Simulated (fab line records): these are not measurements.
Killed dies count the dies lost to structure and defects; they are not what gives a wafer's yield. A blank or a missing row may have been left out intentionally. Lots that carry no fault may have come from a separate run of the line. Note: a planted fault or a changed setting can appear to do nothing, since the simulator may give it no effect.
2 desks looking at one fault || flow sky130 || numbers are kept per desk, each desk with only its own; the story behind them comes last

THE METROLOGY DESK
What the gauges read, lot by lot, whatever tool the lot ran on: means of the sampled wafers that have a number. Marked OUT: a lot whose mean sits more than 4 standard deviations from the usual mean, which makes it out of limits; the brackets give that distance.
Columns: A = METAL2_OVL at SKY_METAL2_OVL_MEAS_16, usual 3 nm; B = CAPM_CVD_00_THK at SKY_CAPM_THK_MEAS_01, usual 15.51 nm
{"lot": "L113", "first seen here": "day 34 18:06", "A": -1, "B": 15.73}
{"lot": "L115", "first seen here": "day 35 16:25", "A": 3, "B": 15.00}
{"lot": "L116", "first seen here": "day 36 14:25", "A": -1, "B": 15.78}
{"lot": "L123", "first seen here": "day 38 22:23", "A": -0, "B": 15.69}
{"lot": "L126", "first seen here": "day 39 06:25", "A": 9, "B": 15.43}
{"lot": "L125", "first seen here": "day 39 06:51", "A": 0, "B": 15.72}
{"lot": "L128", "first seen here": "day 39 23:57", "A": 8, "B": 15.58}
{"lot": "L130", "first seen here": "day 40 10:44", "A": 7, "B": 15.55}
{"lot": "L132", "first seen here": "day 41 05:29", "A": 5, "B": 15.90}
{"lot": "L133", "first seen here": "day 41 08:05", "A": 4, "B": 15.29}
{"lot": "L134", "first seen here": "day 41 14:04", "A": 1, "B": 15.17}
{"lot": "L136", "first seen here": "day 42 00:43", "A": -3, "B": 15.66}
Finding of this desk: none of the 12 lots has anything out of limits.

TOOL OWNER'S DESK, plasmaAsher-03
The tool's own readings at SKY_CAPM_STRIP_14 (strips in O2/N2): means of the sampled wafers that have a number, for each lot that ran on this tool. Marked OUT: a lot whose mean sits more than 4 standard deviations from the usual mean, which makes it out of limits; the brackets give that distance.
Columns: A = drypumpMotorCurrentA at SKY_CAPM_STRIP_14, usual 5.6 A; B = n2FlowSccm at SKY_CAPM_STRIP_14, usual 299.8 sccm; C = oesProductAu at SKY_CAPM_STRIP_14, usual 0.709 a.u.; D = stripTimeToEndpointS at SKY_CAPM_STRIP_14, usual 12.64 s
{"lot": "L113", "first seen here": "day 37 02:32", "A": 5.5, "B": 300.4, "C": 0.714, "D": 12.60}
{"lot": "L115", "first seen here": "day 37 23:52", "A": 5.1, "B": 299.3, "C": 0.707, "D": 12.62}
{"lot": "L123", "first seen here": "day 41 01:48", "A": 5.9, "B": "239.8 (-60) OUT", "C": 0.710, "D": 12.71}
{"lot": "L125", "first seen here": "day 41 11:01", "A": 5.1, "B": "239.7 (-60) OUT", "C": 0.710, "D": 12.63}
This desk's verdict: out of limits on L123, L125, starting with L123 at day 41 01:48 (n2FlowSccm at SKY_CAPM_STRIP_14). L113, L115: within limits.

TAKEN TOGETHER
The tool owner's desk could have raised an alarm at day 41 01:48, on L123, L125.
The metrology desk saw nothing out of limits.
The metrology desk has L123, L125 on record, within its limits.
The lots listed all ran SKY_CAPM_STRIP_14 on plasmaAsher-03.

WHAT THE SIMULATOR HAD INSERTED
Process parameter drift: plasmaAsher-03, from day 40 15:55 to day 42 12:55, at SKY_CAPM_STRIP_14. The setting n2FlowSccm was moved by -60, starting from 300. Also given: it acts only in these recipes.
Lots struck among those shown: L123, L125.
Each desk's first reading out of limits, in hours after the fault started: the tool owner's desk, 10.
